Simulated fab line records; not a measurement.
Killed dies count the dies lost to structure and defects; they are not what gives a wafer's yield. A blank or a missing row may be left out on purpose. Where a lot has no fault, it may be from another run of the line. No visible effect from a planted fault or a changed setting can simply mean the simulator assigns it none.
What tool caused it?    flow gf180mcu    Sampling: 7 lots, 21 wafers, 2 of 602 route steps

WHAT EACH GAUGE READ, for each wafer
GF_V5_BOW_MEAS_05.
lot   measured      on            V5_BOW (um)
L591  day 26 14:29  filmMetro-03  133 127 143
L594  day 27 13:48  filmMetro-04  120 134 129
L596  day 28 10:31  filmMetro-04  145 138 131
L603  day 30 08:16  filmMetro-04  150 152 135
L605  day 31 01:02  filmMetro-03  121 124 133
L609  day 32 08:55  filmMetro-02  123 133 121
L611  day 32 14:34  filmMetro-04  110 114 127

WHICH TOOL RAN EACH LOT (tool, then ch and the chambers of the sampled wafers, then the start)
lot   GF_M5_ETCH_09
L591  rieDiel-01 ch 1,2,3, day 26 13:13
L594  rieDiel-04 ch 0,1,2, day 27 12:10
L596  rieDiel-03 ch 0,2,3, day 28 09:04
L603  rieDiel-04 ch 0,1,2, day 30 07:01
L605  rieDiel-04 ch 0,2,3, day 30 23:43
L609  rieDiel-03 ch 0,2,3, day 32 07:37
L611  rieDiel-03 ch 0,1,2, day 32 13:19
- GF_M5_ETCH_09: etches Si3N4 in CF4/O2, target depth 52 nm, time 11.6 s.

THE ANSWER, worked out from the rows above alone
Rule: the lots themselves supply what counts as usual. Put in order of their means at a reading, lots are off if they are a third of the lots or fewer, leave a main group of 4 or more, and stand apart from it by a gap of 3 or more times the standard deviation of the main group's means; of several such gaps the widest counts. A main group is skipped when, at the precision printed for the reading in the tables above, its means are all equal. Also off: a lot with no number at a reading for which 4 or more lots have one. The other lots that the step has rows for count as sound.
None of the lots is off at any reading shown; this tells nothing.

WHAT THE SIMULATOR HAD INSERTED
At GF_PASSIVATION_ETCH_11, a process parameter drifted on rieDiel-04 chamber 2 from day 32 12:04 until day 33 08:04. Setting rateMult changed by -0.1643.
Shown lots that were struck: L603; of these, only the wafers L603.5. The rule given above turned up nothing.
